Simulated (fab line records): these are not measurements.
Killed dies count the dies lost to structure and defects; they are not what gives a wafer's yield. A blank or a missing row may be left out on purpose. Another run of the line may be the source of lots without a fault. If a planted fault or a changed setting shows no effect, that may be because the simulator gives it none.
Which tool is to blame? -- flow gf180mcu -- 12 lots, 36 wafers sampled, at 4 steps of a route of 602

## WHAT THE GAUGES SHOWED, per wafer
GF_M4_RS_MEAS_05: the measuring method here is four-point-probe.
lot,measured,on,M4_ALCU_RS (ohm/sq)
L353,day 22 19:17,film metro-01,0.0702 0.0695 0.0690
L355,day 23 07:21,film metro-02,0.0686 0.0683 0.0689
L356,day 23 10:11,film metro-02,0.0690 0.0700 0.0688
L354,day 23 12:29,film metro-02,0.0685 0.0682 0.0684
L357,day 24 03:52,film metro-02,0.0676 0.0678 0.0675
L358,day 24 07:32,film metro-03,0.0690 0.0682 0.0694
L361,day 24 22:53,film metro-03,0.0686 0.0693 0.0682
L359,day 25 00:22,film metro-01,0.0678 0.0681 0.0688
L360,day 24 23:48,film metro-02,0.0700 0.0693 0.0699
L362,day 25 13:49,film metro-03,0.0705 0.0694 0.0697
L370,day 28 06:46,film metro-03,0.0697 0.0708 0.0704
L371,day 28 08:59,film metro-03,0.0698 0.0697 0.0689

GF_V5_THK_MEAS_01.
lot,measured,on,V5_CVD_00_THK (nm)
L353,day 26 15:28,film metro-04,297 295 290
L355,day 27 03:06,film metro-03,301 297 301
L356,day 27 04:04,film metro-03,294 294 294
L354,day 27 05:01,film metro-03,296 296 295
L357,day 27 19:15,film metro-03,295 301 301
L358,day 27 22:42,film metro-01,294 290 290
L361,day 28 13:15,film metro-03,300 300 300
L359,day 28 14:14,film metro-03,297 297 298
L360,day 28 13:44,film metro-03,294 294 298
L362,day 29 03:26,film metro-03,298 298 297
L370,day 31 13:02,film metro-01,298 298 300
L371,day 31 15:45,film metro-04,298 300 303

## WHICH TOOL RAN EACH LOT (tool, then ch and the chambers of the sampled wafers, then the start)
lot,GF_M2_CLEAN_19,GF_M5_ETCH_09
L353,"wet bench-02 ch 0, day 19 14:43","rie diel-03 ch 0,1, day 26 14:43"
L355,"wet bench-03 ch 2, day 20 02:45","rie diel-03 ch 0,2,3, day 27 02:22"
L356,"wet bench-03 ch 1, day 20 05:20","rie diel-01 ch 2,3, day 27 03:19"
L354,"wet bench-01 ch 1, day 20 08:05","rie diel-03 ch 0,1,2, day 27 04:08"
L357,"wet bench-02 ch 1, day 21 01:30","rie diel-03 ch 0,1,2, day 27 18:31"
L358,"wet bench-03 ch 3, day 21 05:51","rie diel-03 ch 0,1,2, day 27 21:58"
L361,"wet bench-01 ch 2, day 21 21:25","rie diel-02 ch 0,2,3, day 28 12:22"
L359,"wet bench-03 ch 2, day 21 23:18","rie diel-02 ch 1,2,3, day 28 13:19"
L360,"wet bench-01 ch 2, day 21 23:22","rie diel-01 ch 1,2,3, day 28 12:49"
L362,"wet bench-02 ch 2, day 22 14:45","rie diel-01 ch 0,1,2, day 29 02:31"
L370,"wet bench-03 ch 0, day 25 11:17","rie diel-01 ch 2,3, day 31 12:17"
L371,"wet bench-03 ch 3, day 25 15:02","rie diel-02 ch 1,3, day 31 14:56"
- GF_M2_CLEAN_19: cleans in DIW.
- GF_M5_ETCH_09: etches Si3N4 in CF4/O2, target depth 52 nm, time 11.6 s.

## WHAT THE TOOLS THEMSELVES READ (means of the sampled wafers that have a number; where no wafer has one, the mark that the record gives instead)
GF_M5_ETCH_09.
lot,tool,chamber pressure mTorr (mTorr),drypump motor current A (A),oes product au (a.u.),throttle valve pct (%)
L353,rie diel-03,150.08,5.5,0.998,5.969
L355,rie diel-03,150.09,5.9,0.997,5.971
L356,rie diel-01,150.14,5.6,0.987,5.971
L354,rie diel-03,150.07,5.7,0.991,5.960
L357,rie diel-03,149.97,5.7,0.991,5.976
L358,rie diel-03,150.04,5.7,0.998,5.970
L361,rie diel-02,149.94,5.9,0.996,5.963
L359,rie diel-02,149.91,6.0,1.011,5.972
L360,rie diel-01,149.96,5.9,1.006,5.969
L362,rie diel-01,149.93,6.1,1.001,5.960
L370,rie diel-01,149.99,5.6,0.991,5.970
L371,rie diel-02,150.12,6.0,1.007,5.969

## THE ANSWER, worked out from the rows above alone
Rule: the lots themselves supply what counts as usual. Put in order of their means at a reading, lots are off if they are a third of the lots or fewer, leave a main group of 4 or more, and stand apart from it by a gap of 3 or more times the standard deviation of the main group's means; of several such gaps the widest counts. Not used: any main group whose means are identical at the precision the tables above print for the reading. Also off: a lot with no number at a reading for which 4 or more lots have one. Where the step has rows for the other lots, those lots are counted as sound. Order of review: gauges by route order, followed by the tools' own readings, for which a lot's mean as printed above is used. At the first step where some lot is off, the reading lying furthest off is the one used; lots without a number count as furthest.
None of the lots is off at any reading shown; this tells nothing.

## WHAT HAD BEEN PUT IN BY THE SIMULATOR
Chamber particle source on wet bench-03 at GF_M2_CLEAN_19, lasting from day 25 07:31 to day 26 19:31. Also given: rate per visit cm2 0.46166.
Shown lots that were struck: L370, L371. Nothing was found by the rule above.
